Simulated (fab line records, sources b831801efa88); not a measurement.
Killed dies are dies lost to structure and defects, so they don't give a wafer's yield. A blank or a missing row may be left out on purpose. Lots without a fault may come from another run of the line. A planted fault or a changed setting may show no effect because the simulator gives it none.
fab line records | flow sky130
record lots=7 wafers=21 last_day=49
route steps=708 shown FIELD_ISO@6 PAD_OPEN@708
lots that met no fault: from a run of the same line without faults
start_h: hours from the record's first day to the start of the lot's first wafer shown | wait_h: hours since the lot's step before | " the same as in the row above | L1.1+2: a row that stands for several wafers | - no value, or no start given | * or withheld: withheld | < > ~ a bound
route shown NAME@n: a module of which the file shows steps, and the number in the route of the first | usual: mean/standard deviation of fault-free wafers | same: alike in all rows | chamber/n: place in a boat | sites: the reading at each site | _std_site: their standard deviation | _edge_site: outer sites' mean less inner sites' | radius_mm: how far each site lies from the wafer's centre | mask NAME#n: copy n | behind: the tool/chamber that last shaped the wafer | hold: why the lot was held/for how many hours/how that ended | device: the transistor (n, p or np) that didn't switch | end of line: the same wafers' tests at the end of the route | a step without rows: its recipe alone | killed: dies lost to structure and defects at the first sort, not the wafer's yield | map: a wafer's dies, x killed, . not, _ none there
set.NAME: the setting as run; set.NAME@STEP: as run at that earlier step | model.NAME: the simulator's own value behind a step, which no gauge read
lots at some steps of the route; a table a step, a row a wafer
services: from which hour (start_h, from the record's first day; less than 0 if before it) a tool's chamber was out of use, for how many hours, and why
## steps
# step SKY_FIELD_ISO_DEHYDRATE_05
# recipe temp_c=200 time_s=60
# step SKY_FIELD_ISO_HMDS_06
# recipe prime_time_s=60 prime_temp_c=120
# step SKY_FIELD_ISO_COAT_07
# recipe resist=BARC temp_c=withheld time_s=withheld spin_rpm=3000 resist_thk_nm=60
# step SKY_FIELD_ISO_COAT_08
# recipe resist=KrF-thick spin_rpm=3000 resist_thk_nm=450
# step SKY_FIELD_ISO_SOFTBAKE_09
# recipe temp_c=100.5 time_s=90 resist=KrF-thick
# step SKY_FIELD_ISO_EXPOSE_10
# recipe mask_id=FOM na=0.68 source_shape=annular sigma_inner=0.4 sigma_outer=0.8 target_cd_nm=150 dose_mj=28
# step SKY_FIELD_ISO_PEB_11
# recipe peb_temp_c=withheld peb_time_s=withheld resist=KrF-thick
# step SKY_FIELD_ISO_DEVELOP_12
# recipe develop_time_s=60 resist=KrF-thick dev_temp_c=21
# step SKY_FIELD_ISO_CD_MEAS_13
# recipe target_cd_nm=150
# usual cd_nm=150.3/1.5
# columns lot.wafer tool chamber start_h wait_h cd_nm
L950.1 cd_sem-02 - 34.72 - 151.5
L950.2 " - " " 151.6
L950.3 " - " " 150.2
L951.2 cd_sem-01 - 37.65 - 153.5
L951.4 " - " " 151.9
L951.6 " - " " 152.8
L958.1 cd_sem-02 - 75.06 - 150.7
L958.3 " - " " 149.9
L958.5 " - " " 150.8
L959.2 cd_sem-01 - 79.85 - 147.5
L959.3 " - " " 148.0
L959.4 " - " " 146.8
L960.2 cd_sem-02 - 84.78 - 153.4
L960.3 " - " " 152.9
L960.4 " - " " 153.1
L962.1 cd_sem-02 - 95.38 - 150.0
L962.4 " - " " 150.4
L962.6 " - " " 149.8
L970.1 cd_sem-02 - 137.32 - 151.1
L970.4 " - " " 149.7
L970.6 " - " " 150.4
# step SKY_FIELD_ISO_ETCH_14
# recipe chemistry=N2/H2 target=BARC ion_energy_ev=204.6 source_w=500 bias_w=100 pressure_mtorr=30 n2_flow_sccm=100 h2_flow_sccm=200 stop_on=SiO2 time_s=45.9 target_depth_a=600
# usual bias_w=99.93/0.3 chamber_pressure_mTorr=30.000/0.026 drypump_motor_current_A=5.9/0.48 n2_flow_sccm=100.02/0.27 oes_product_au=0.854/0.005 throttle_valve_pct=13.225/0.0091
# columns lot.wafer tool chamber start_h wait_h bias_w chamber_pressure_mTorr drypump_motor_current_A n2_flow_sccm oes_product_au rf_hours_counter_h throttle_valve_pct
L950.1 rie_diel-03 0 34.84 0.1 99.78 29.992 6.0 99.95 0.860 111 13.213
L950.2 " 3 " " 99.32 29.970 5.5 100.48 0.852 73 13.224
L950.3 " 1 " " 100.18 29.968 5.0 99.78 0.863 95 13.218
L951.2 rie_diel-01 0 37.75 0.1 100.39 30.004 5.6 99.84 0.852 30 13.224
L951.4 " 2 " " 99.74 29.996 5.4 100.50 0.848 126 13.225
L951.6 " 2 " " 100.16 30.001 5.4 99.94 0.855 - 13.234
L958.1 rie_diel-02 0 75.18 0.1 100.10 29.922 6.8 99.50 0.848 60 13.227
L958.3 " 1 " " 100.36 29.976 6.3 100.53 0.851 113 13.215
L958.5 " 3 " " 99.33 29.976 6.0 100.21 0.852 - 13.229
L959.2 rie_diel-02 0 79.95 0.1 99.81 29.992 6.8 100.01 0.854 60 13.228
L959.3 " 3 " " 100.36 30.022 5.9 99.91 0.850 23 13.233
L959.4 " 2 " " 100.12 29.947 5.8 100.07 0.847 34 13.234
L960.2 rie_diel-02 1 84.88 0.1 100.12 30.030 6.3 100.42 0.856 113 13.219
L960.3 " 2 " " 99.49 29.980 5.8 99.70 0.851 34 13.236
L960.4 " 3 " " 99.45 29.999 6.0 100.52 0.855 23 13.214
L962.1 rie_diel-02 3 95.50 0.1 100.38 30.008 6.0 99.97 0.853 23 13.218
L962.4 " 1 " " 99.86 30.014 6.3 100.10 0.862 - 13.222
L962.6 " 0 " " 99.87 29.990 6.8 100.45 0.849 - 13.229
L970.1 rie_diel-01 2 137.44 0.1 99.53 29.973 5.4 99.85 0.854 128 13.223
L970.4 " 3 " " 100.00 29.962 5.6 99.96 0.850 32 13.229
L970.6 " 3 " " 99.67 29.984 5.6 100.04 0.855 - 13.228
# step SKY_FIELD_ISO_ETCH_15
# recipe chemistry=CHF3/O2 target_depth_nm=180 stop_on=Si source_w=600 bias_w=200 pressure_mtorr=40 chf3_flow_sccm=50 O2_flow_sccm=5 time_s=72
# usual O2_flow_sccm=5.002/0.014 bias_w=199.9/0.63 drypump_motor_current_A=5.9/0.48 oes_product_au=0.946/0.0071 throttle_valve_pct=8.844/0.0093
# columns lot.wafer tool chamber start_h wait_h O2_flow_sccm bias_w drypump_motor_current_A oes_product_au rf_hours_counter_h throttle_valve_pct
L950.1 rie_diel-03 0 34.88 0.0 4.970 199.2 6.0 0.953 111 8.837
L950.2 " 3 " " 4.995 199.8 5.5 0.954 73 8.853
L950.3 " 1 " " 5.007 199.6 5.0 0.949 95 8.850
L951.2 rie_diel-01 0 37.79 0.0 4.992 200.4 5.5 0.952 30 8.828
L951.4 " 2 " " 4.979 198.9 5.4 0.951 126 8.834
L951.6 " 2 " " 4.996 199.9 5.4 0.953 - 8.828
L958.1 rie_diel-02 0 75.22 0.0 5.006 199.5 6.8 0.957 60 8.838
L958.3 " 1 " " 4.999 199.7 6.3 0.945 113 8.834
L958.5 " 3 " " 4.994 199.3 6.0 0.956 - 8.846
L959.2 rie_diel-02 0 79.99 0.0 5.029 200.0 6.8 0.958 60 8.849
L959.3 " 3 " " 4.982 199.5 6.0 0.951 23 8.846
L959.4 " 2 " " 4.993 199.4 5.8 0.951 34 8.854
L960.2 rie_diel-02 1 84.92 0.0 4.991 199.4 6.4 0.929 113 8.843
L960.3 " 2 " " 5.025 199.9 5.8 0.939 34 8.844
L960.4 " 3 " " 5.022 200.5 6.0 0.934 23 8.858
L962.1 rie_diel-02 3 95.54 0.0 5.012 200.5 6.1 0.942 23 8.853
L962.4 " 1 " " 5.015 199.4 6.3 0.954 - 8.840
L962.6 " 0 " " 5.025 200.2 6.7 0.941 - 8.851
L970.1 rie_diel-01 2 137.48 0.0 4.999 200.6 5.4 0.940 128 8.846
L970.4 " 3 " " 5.020 201.4 5.6 0.944 32 8.825
L970.6 " 3 " " 5.014 200.3 5.5 0.936 - 8.834
# step SKY_FIELD_ISO_STRIP_16
# recipe chemistry=O2/N2 power_w=1400 pressure_mtorr=1500 platen_temp_c=withheld o2_flow_sccm=3000 n2_flow_sccm=300 overash_fraction=0.5
# usual drypump_motor_current_A=5.8/0.65 n2_flow_sccm=300.0/0.81 oes_product_au=0.377/0.0048 strip_time_to_endpoint_s=3.52/0.047
# columns lot.wafer tool chamber start_h wait_h drypump_motor_current_A n2_flow_sccm oes_product_au rf_hours_counter_h strip_time_to_endpoint_s
L950.1 plasma_asher-01 0 34.93 0.0 5.4 299.3 0.377 22 3.61
L950.2 " 1 " " 5.0 299.2 0.378 22 3.54
L950.3 " 1 " " 5.0 300.4 0.373 - 3.55
L951.2 plasma_asher-04 1 37.85 0.0 6.1 299.3 0.378 35 3.56
L951.4 " 0 " " 6.7 300.5 0.372 - 3.49
L951.6 " 1 " " 6.1 301.4 0.376 - 3.48
L958.1 plasma_asher-01 0 75.28 0.0 5.4 301.3 0.373 26 3.53
L958.3 " 1 " " 5.0 299.3 0.375 - 3.50
L958.5 " 0 " " 5.4 300.3 0.380 - 3.48
L959.2 plasma_asher-02 1 80.05 0.0 6.6 300.9 0.379 39 3.51
L959.3 " 0 " " 5.5 300.9 0.373 - 3.50
L959.4 " 1 " " 6.7 299.0 0.382 - 3.59
L960.2 plasma_asher-02 1 84.98 0.0 6.7 301.4 0.374 40 3.51
L960.3 " 1 " " 6.7 299.7 0.381 - 3.57
L960.4 " 0 " " 5.5 300.0 0.369 - 3.47
L962.1 plasma_asher-04 1 95.60 0.0 6.2 300.0 0.370 41 3.50
L962.4 " 1 " " 6.1 300.1 0.378 - 3.53
L962.6 " 0 " " 6.7 300.2 0.383 - 3.55
L970.1 plasma_asher-04 0 137.53 0.0 6.7 299.5 0.372 1 3.48
L970.4 " 1 " " 6.1 299.5 0.375 - 3.48
L970.6 " 1 " " 6.1 300.1 0.377 - 3.45
# step SKY_FIELD_ISO_ETCH_17
# recipe target_depth_a=3420 mask_material=Si3N4 chemistry=HBr/Cl2/O2 target=Si taper_deg=5 icp_w=600 bias_w=150 pressure_mtorr=15 HBr_flow_sccm=150 Cl2_flow_sccm=40 O2_flow_sccm=6 time_s=97.7
# usual HBr_flow_sccm=150.0/0.46 O2_flow_sccm=5.998/0.018 drypump_motor_current_A=5.8/0.45 he_backside_leak_sccm=2.70/0.2 oes_product_au=0.991/0.012 throttle_valve_pct=25.663/0.011
# columns lot.wafer tool chamber start_h wait_h HBr_flow_sccm O2_flow_sccm drypump_motor_current_A he_backside_leak_sccm oes_product_au rf_hours_counter_h throttle_valve_pct model.Si3N4_of_FIELD_ISO_CVD_03.thk_nm
L950.1 rie_si-02 0 35.03 0.1 149.8 5.987 6.4 2.68 0.980 44 25.658 151.8
L950.2 " 3 " " 150.7 5.989 6.0 2.84 0.981 128 25.659 152.7
L950.3 " 2 " " 149.8 5.982 5.5 2.68 0.984 46 25.671 151.4
L951.2 rie_si-01 2 37.95 0.1 150.1 5.983 4.7 2.64 1.000 12 25.664 149.5
L951.4 " 0 " " 149.0 5.990 5.9 2.64 1.009 126 25.643 151.6
L951.6 " 0 " " 149.4 5.968 5.9 2.60 1.011 - 25.661 149.8
L958.1 rie_si-01 3 75.38 0.1 - - - - - - - 165.8
L958.3 " 2 " " - - - - - - - 163.9
L958.5 " 0 " " - - - - - - - 165
L959.2 rie_si-02 0 80.15 0.1 - - - - - - - 167.8
L959.3 " 2 " " - - - - - - - 168
L959.4 " 3 " " - - - - - - - 168.2
L960.2 rie_si-01 0 85.08 0.1 - - - - - - - 161.5
L960.3 " 1 " " - - - - - - - 163.4
L960.4 " 3 " " - - - - - - - 162.4
L962.1 rie_si-01 3 95.70 0.1 149.6 6.008 5.8 2.49 0.993 1 25.652 150
L962.4 " 2 " " 150.6 5.963 4.7 2.87 0.988 12 25.674 151.2
L962.6 " 2 " " 150.5 5.970 4.7 2.95 0.999 - 25.647 149.4
L970.1 rie_si-02 1 137.63 0.1 149.4 6.018 5.7 2.58 0.979 14 25.675 149.1
L970.4 " 3 " " 149.8 5.968 6.0 3.11 0.963 129 25.678 149.2
L970.6 " 1 " " 149.3 6.034 5.7 2.39 0.977 - 25.666 149.4
# step SKY_FIELD_ISO_WET_ETCH_18
# recipe chemistry=H3PO4 target_depth_nm=25 temp_c=160 target=Si3N4 time_s=286
# step SKY_FIELD_ISO_CLEAN_19
# recipe chemistry=SC1/SC2 mix=1:4:20 temp_c=70 time_s=150
# step SKY_FIELD_ISO_CLEAN_20
# recipe chemistry=dHF time_s=20 dilution=100:1
# step SKY_FIELD_ISO_WET_ETCH_21
# recipe chemistry=dHF dilution=100:1 target_depth_nm=20 dry=ipa_marangoni target=SiO2 temp_c=25 time_s=400
# step SKY_FIELD_ISO_OXIDATION_22
# recipe temp_c=950 ambient=O2 stabilise_s=600 purge_s=300 target_thk_a=100 ox_time_s=623
# step SKY_FIELD_ISO_CVD_24
# recipe material=SiO2 target_thk_nm=595 temp_c=650 sigma_open_frac=0.3 time_s=99.2 sih4_flow_sccm=60 pressure_mtorr=6
# step SKY_FIELD_ISO_ANNEAL_26
# recipe temp_c=1000 time_s=1800 ambient=N2
# step SKY_FIELD_ISO_CMP_27
# recipe stop_on=Si3N4 t_overpolish_s=16 down_force_psi=4 platen_rpm=60 target_thk_nm=457.8 pad_velocity_m_s=0.94248
# usual head_pressure_psi=3.999/0.0081 motor_current_A=12.8/1.3
# columns lot.wafer tool chamber start_h wait_h head_pressure_psi motor_current_A
L950.1 cmp-02 1 40.93 0.0 4.001 12.5
L950.3 " 2 " " 3.991 11.5
L950.2 " 0 " " 4.016 13.7
L951.2 cmp-02 0 43.99 0.1 4.003 13.3
L951.4 " 1 " " 4.002 13.0
L951.6 " 0 " " 4.003 13.3
L958.3 cmp-02 3 78.63 0.1 3.999 13.0
L958.1 " 1 " " 4.007 12.2
L958.5 " 3 " " 3.990 12.6
L959.4 cmp-01 1 84.35 0.0 4.004 12.7
L959.3 " 3 " " 4.008 14.2
L959.2 " 0 " " 3.986 10.5
L960.3 cmp-01 2 91.89 0.0 3.997 13.9
L960.2 " 3 " " 3.987 13.9
L960.4 " 1 " " 3.991 12.1
L962.4 cmp-02 2 100.45 0.1 3.996 11.6
L962.1 " 3 " " 4.011 12.7
L962.6 " 0 " " 3.999 13.3
L970.1 cmp-01 1 140.91 0.1 4.000 12.4
L970.4 " 2 " " 3.995 14.7
L970.6 " 1 " " 3.987 12.3
# step SKY_FIELD_ISO_WET_ETCH_28
# recipe chemistry=dHF target_depth_nm=23.7 target=SiO2 dilution=10:1 temp_c=25 time_s=47
# usual bath_heat_duty_pct=6.3/0.56 run_length_s=76/3
# columns lot.wafer tool chamber start_h wait_h bath_heat_duty_pct run_length_s model.Si3N4_of_FIELD_ISO_CVD_03.thk_nm
L950.1 wet_bench-04 1 41.23 0.2 5.6 82 121.3
L950.2 " 1 " " 6.4 82 122.1
L950.3 " 1 " " 6.4 82 120.9
L951.2 wet_bench-04 3 44.24 0.2 7.6 80 118.7
L951.4 " 3 " " 7.3 80 120.7
L951.6 " 3 " " 6.4 80 118.8
L958.1 wet_bench-01 3 78.88 0.1 6.7 74 135.1
L958.3 " 3 " " 7.1 74 133.1
L958.5 " 3 " " 5.8 74 134.3
L959.2 wet_bench-03 0 84.65 0.1 7.0 75 136.8
L959.3 " 0 " " 7.4 75 136.8
L959.4 " 0 " " 7.0 75 137.2
L960.2 wet_bench-03 0 92.19 0.2 7.2 75 130.8
L960.3 " 0 " " 7.2 75 132.7
L960.4 " 0 " " 6.8 75 131.7
L962.1 wet_bench-04 2 100.65 0.1 6.9 81 118.3
L962.4 " 2 " " 5.7 81 119.6
L962.6 " 2 " " 6.8 81 117.7
L970.1 wet_bench-04 2 141.16 0.2 6.3 75 118.3
L970.4 " 2 " " 6.1 75 118.2
L970.6 " 2 " " 6.6 75 118.5
# step SKY_FIELD_ISO_WET_ETCH_29
# recipe chemistry=H3PO4 target_depth_nm=160 target=Si3N4 temp_c=160 time_s=1825
# step SKY_PAD_OPEN_PROBE_99
# usual killed_at_M0_to_M3=44/7.9 killed_at_M4_up=3.1/2 killed_at_contacts=23/4.9 killed_at_front_end=15/3.9 killed_at_other=0.2/0.49 killed_dies=86/10 killed_on_rim=17/3.9 killed_open=47/7.1 killed_short=39/7.1
# same gross_dies=492 killed_at_back_side=0
# columns lot.wafer tool chamber start_h wait_h killed_at_M0_to_M3 killed_at_M4_up killed_at_contacts killed_at_front_end killed_at_other killed_dies killed_on_rim killed_open killed_short
L950.1 prober-01 - 1082.48 0.1 46 2 28 18 2 96 20 53 41
L950.2 prober-01 - 1082.53 0.1 54 7 18 20 0 99 16 51 48
L950.3 prober-01 - 1082.58 0.2 50 3 24 19 0 96 19 57 38
L951.2 prober-02 - 1084.84 0.1 55 4 28 11 0 98 18 46 50
L951.4 prober-02 - 1084.94 0.2 51 5 17 10 0 83 19 42 41
L951.6 prober-02 - 1085.04 0.2 49 0 26 9 0 84 18 49 35
L958.1 prober-01 - 1133.82 0.1 47 3 22 420 0 492 96 53 32
L958.3 prober-01 - 1133.92 0.2 39 2 22 429 0 492 96 46 30
L958.5 prober-01 - 1134.02 0.2 54 5 26 407 0 492 96 55 40
L959.2 prober-02 - 1142.66 0.1 53 2 22 415 0 492 96 52 44
L959.3 prober-02 - 1142.71 0.2 43 2 33 412 2 492 96 50 43
L959.4 prober-02 - 1142.76 0.2 34 4 25 429 0 492 96 38 42
L960.2 prober-01 - 1142.87 0.1 35 2 29 426 0 492 96 47 26
L960.3 prober-01 - 1142.92 0.2 34 2 28 426 2 492 96 45 38
L960.4 prober-01 - 1142.97 0.2 38 5 13 435 1 492 96 40 37
L970.1 prober-01 - 1186.32 0.1 50 0 20 16 1 87 18 50 35
L970.4 prober-01 - 1186.47 0.2 60 3 25 16 2 106 23 49 57
L970.6 prober-01 - 1186.57 0.2 28 4 19 14 0 65 9 36 29
# killed by level:class
L950.1 VIA1:geometric_particle:open=10 VIA2:geometric_particle:open=10 LI_CONTACT:geometric_particle:open=8 CONTACT:geometric_particle:open=8 VIA3:geometric_particle:open=7 CONTACT:geometric_particle:short=6 METAL1:geometric_particle:short=6 FIELD_ISO:geometric_particle:short=5
L950.2 VIA1:geometric_particle:open=15 VIA3:geometric_particle:open=10 FIELD_ISO:geometric_particle:open=9 METAL1:geometric_particle:short=8 CONTACT:geometric_particle:open=7 VIA1:geometric_particle:short=6 LOCAL_INTERCONNECT:geometric_particle:short=5 METAL4:geometric_particle:short=5
L950.3 VIA1:geometric_particle:open=11 VIA3:geometric_particle:open=9 CONTACT:geometric_particle:open=7 VIA2:geometric_particle:open=7 CONTACT:geometric_particle:short=6 VIA1:geometric_particle:short=6 FIELD_ISO:geometric_particle:short=5 POLY_GATE:geometric_particle:open=5
L951.2 VIA1:geometric_particle:open=11 VIA3:geometric_particle:open=11 CONTACT:geometric_particle:short=9 CONTACT:geometric_particle:open=7 METAL2:geometric_particle:short=6 LI_CONTACT:geometric_particle:short=5 VIA2:geometric_particle:open=5 VIA2:geometric_particle:short=4
L951.4 METAL1:geometric_particle:short=9 VIA1:geometric_particle:open=9 METAL2:geometric_particle:short=7 CONTACT:geometric_particle:open=6 VIA2:geometric_particle:open=6 VIA1:geometric_particle:short=5 LI_CONTACT:geometric_particle:open=4 FIELD_ISO:geometric_particle:short=3
L951.6 VIA2:geometric_particle:open=11 LI_CONTACT:geometric_particle:open=10 VIA1:geometric_particle:open=10 CONTACT:geometric_particle:open=6 CONTACT:geometric_particle:short=6 VIA3:geometric_particle:open=6 METAL1:geometric_particle:short=5 VIA1:geometric_particle:short=5
L958.1 FIELD_ISO:area_etch=406 VIA1:geometric_particle:open=19 CONTACT:geometric_particle:open=9 LI_CONTACT:geometric_particle:open=7 VIA1:geometric_particle:short=7 POLY_GATE:geometric_particle:open=6 VIA2:geometric_particle:open=6 METAL3:geometric_particle:short=4
L958.3 FIELD_ISO:area_etch=416 CONTACT:geometric_particle:open=11 VIA1:geometric_particle:open=10 VIA1:geometric_particle:short=6 LI_CONTACT:geometric_particle:open=5 VIA3:geometric_particle:open=4 METAL2:geometric_particle:short=4 FIELD_ISO:geometric_particle:open=3
L958.5 FIELD_ISO:area_etch=397 VIA1:geometric_particle:open=20 METAL2:geometric_particle:short=10 CONTACT:geometric_particle:open=8 LI_CONTACT:geometric_particle:open=7 VIA2:geometric_particle:open=6 CONTACT:geometric_particle:short=5 METAL1:geometric_particle:short=5
L959.2 FIELD_ISO:area_etch=396 VIA1:geometric_particle:open=10 VIA3:geometric_particle:open=8 LI_CONTACT:geometric_particle:open=7 METAL1:geometric_particle:short=7 VIA1:geometric_particle:short=7 METAL2:geometric_particle:short=7 VIA2:geometric_particle:open=6
L959.3 FIELD_ISO:area_etch=398 VIA1:geometric_particle:open=13 CONTACT:geometric_particle:open=12 CONTACT:geometric_particle:short=8 METAL2:geometric_particle:short=8 LI_CONTACT:geometric_particle:open=5 VIA3:geometric_particle:open=5 METAL1:geometric_particle:short=5
L959.4 FIELD_ISO:area_etch=412 CONTACT:geometric_particle:open=9 LI_CONTACT:geometric_particle:open=7 FIELD_ISO:geometric_particle:short=6 LI_CONTACT:geometric_particle:short=5 METAL2:geometric_particle:short=5 VIA2:geometric_particle:open=5 METAL1:geometric_particle:short=4
L960.2 FIELD_ISO:area_etch=418 CONTACT:geometric_particle:open=14 VIA2:geometric_particle:open=9 VIA1:geometric_particle:open=8 VIA3:geometric_particle:open=6 LI_CONTACT:geometric_particle:open=5 CONTACT:geometric_particle:short=5 FIELD_ISO:geometric_particle:open=4
L960.3 FIELD_ISO:area_etch=409 VIA1:geometric_particle:open=10 LI_CONTACT:geometric_particle:open=7 CONTACT:geometric_particle:open=7 LI_CONTACT:geometric_particle:short=6 FIELD_ISO:geometric_particle:open=5 LOCAL_INTERCONNECT:geometric_particle:short=5 VIA2:geometric_particle:short=5
L960.4 FIELD_ISO:area_etch=413 VIA1:geometric_particle:open=9 FIELD_ISO:geometric_particle:open=7 FIELD_ISO:geometric_particle:short=6 VIA2:geometric_particle:open=6 LI_CONTACT:geometric_particle:open=5 METAL1:geometric_particle:short=5 METAL4:geometric_particle:short=5
L970.1 VIA3:geometric_particle:open=10 VIA2:geometric_particle:open=8 VIA1:geometric_particle:open=7 VIA1:geometric_particle:short=7 METAL1:geometric_particle:short=6 LOCAL_INTERCONNECT:geometric_particle:short=5 CONTACT:geometric_particle:short=5 CONTACT:geometric_particle:open=4
L970.4 METAL1:geometric_particle:short=12 CONTACT:geometric_particle:open=10 VIA3:geometric_particle:open=9 VIA1:geometric_particle:open=8 POLY_GATE:geometric_particle:short=8 VIA1:geometric_particle:short=7 VIA2:geometric_particle:open=6 CONTACT:geometric_particle:short=5
L970.6 CONTACT:geometric_particle:open=8 VIA3:geometric_particle:open=7 FIELD_ISO:geometric_particle:short=5 POLY_GATE:geometric_particle:open=4 LI_CONTACT:geometric_particle:open=4 LI_CONTACT:geometric_particle:short=4 METAL1:geometric_particle:short=4 VIA1:geometric_particle:open=4
# map L958.1 (x killed, . not)
__________xxxxxxxxxx_________
________xxxxxxxxxxxxxx_______
______xxxxxxxxxxxxxxxxxx_____
_____xxxxxxxxxxxxxxxxxxxx____
____xxxxxxxxxxxxxxxxxxxxxx___
___xxxxxxxxxxxxxxxxxxxxxxxx__
__xxxxxxxxxxxxxxxxxxxxxxxxxx_
_xxxxxxxxxxxxxxxxxxxxxxxxxxxx
_xxxxxxxxxxxxxxxxxxxxxxxxxxxx
_xxxxxxxxxxxxxxxxxxxxxxxxxxxx
_xxxxxxxxxxxxxxxxxxxxxxxxxxxx
_xxxxxxxxxxxxxxxxxxxxxxxxxxxx
_xxxxxxxxxxxxxxxxxxxxxxxxxxxx
_xxxxxxxxxxxxxxxxxxxxxxxxxxxx
_xxxxxxxxxxxxxxxxxxxxxxxxxxxx
__xxxxxxxxxxxxxxxxxxxxxxxxxx_
___xxxxxxxxxxxxxxxxxxxxxxxx__
____xxxxxxxxxxxxxxxxxxxxxx___
_____xxxxxxxxxxxxxxxxxxxx____
______xxxxxxxxxxxxxxxxxx_____
________xxxxxxxxxxxxxx_______
__________xxxxxxxxxx_________
# map L959.2 (x killed, . not)
__________xxxxxxxxxx_________
________xxxxxxxxxxxxxx_______
______xxxxxxxxxxxxxxxxxx_____
_____xxxxxxxxxxxxxxxxxxxx____
____xxxxxxxxxxxxxxxxxxxxxx___
___xxxxxxxxxxxxxxxxxxxxxxxx__
__xxxxxxxxxxxxxxxxxxxxxxxxxx_
_xxxxxxxxxxxxxxxxxxxxxxxxxxxx
_xxxxxxxxxxxxxxxxxxxxxxxxxxxx
_xxxxxxxxxxxxxxxxxxxxxxxxxxxx
_xxxxxxxxxxxxxxxxxxxxxxxxxxxx
_xxxxxxxxxxxxxxxxxxxxxxxxxxxx
_xxxxxxxxxxxxxxxxxxxxxxxxxxxx
_xxxxxxxxxxxxxxxxxxxxxxxxxxxx
_xxxxxxxxxxxxxxxxxxxxxxxxxxxx
__xxxxxxxxxxxxxxxxxxxxxxxxxx_
___xxxxxxxxxxxxxxxxxxxxxxxx__
____xxxxxxxxxxxxxxxxxxxxxx___
_____xxxxxxxxxxxxxxxxxxxx____
______xxxxxxxxxxxxxxxxxx_____
________xxxxxxxxxxxxxx_______
__________xxxxxxxxxx_________
## services
# columns tool chamber start_h hours kind
rie_diel-01 1 17.57 16.6 repair
rie_diel-02 3 20.02 8.8 repair
plasma_asher-02 - 23.82 1.3 repair
cmp-01 - 38.93 6.7 pm
cmp-01 - 45.87 3.6 repair
plasma_asher-04 - 46.68 0.6 repair
cmp-01 - 57.25 3.6 pm
cmp-02 - 60.87 6.9 pm
cmp-02 - 71.89 4.0 pm
plasma_asher-04 - 73.69 0.5 repair
cmp-02 - 75.89 - consumable_replace:conditioner
cmp-02 - 75.89 - consumable_replace:pad
plasma_asher-02 - 81.77 1.3 repair
cmp-02 - 90.89 1.5 repair
rie_diel-02 2 91.79 15.3 repair
plasma_asher-04 - 96.85 21.6 repair
rie_diel-02 1 99.98 5.9 repair
rie_diel-02 0 101.05 10.0 repair
plasma_asher-04 - 118.45 9.0 pm
plasma_asher-04 0 118.45 9.0 vent_cycle
plasma_asher-04 1 118.45 9.0 vent_cycle
rie_diel-02 3 128.91 1.3 repair
rie_si-01 - 130.69 15.6 pm
cmp-02 - 139.57 1.6 repair
## key
first_sign step=SKY_FIELD_ISO_ETCH_17 reading=tool_record direction=missing
effect step=SKY_PAD_OPEN_PROBE_99 reading=killed_at_front_end direction=up sigmas=99+ usual=15 struck=422
model_effect step=SKY_FIELD_ISO_ETCH_17 value=Si3N4_of_FIELD_ISO_CVD_03.thk_nm without=150.2 struck=165.1
model_effect step=SKY_FIELD_ISO_WET_ETCH_28 value=Si3N4_of_FIELD_ISO_CVD_03.thk_nm without=119.3 struck=134.3
more_kills_born_at SKY_FIELD_ISO_ETCH_17@rie_si-01=2459 SKY_FIELD_ISO_ETCH_17@rie_si-02=1206
met_at SKY_FIELD_ISO_ETCH_17
struck_wafers L958.1,L958.3,L958.5,L959.2,L959.3,L959.4,L960.2,L960.3,L960.4
later_rows_left_out L958.1,L958.3,L958.5,L959.2,L959.3,L959.4,L960.2,L960.3,L960.4
tester_left_out L958,L959,L960
onset_between 37.95 75.38
fault kind=skipped_step_whole tool=rie_si-01,rie_si-02 chamber=- onset_h=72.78 steps=SKY_FIELD_ISO_ETCH_17 scope=struck_lots_only
# tester_left_out: of these lots the tester's yield and bins aren't shown, on N5 and GAA mostly nor the transistor test; their killed dies are dies lost to structure and defects alone, not to doping, threshold or leakage, so they don't give the yield
# later_rows_left_out: the simulator's readings of these wafers behind a module that went badly wrong aren't trusted and aren't shown, but for the sort
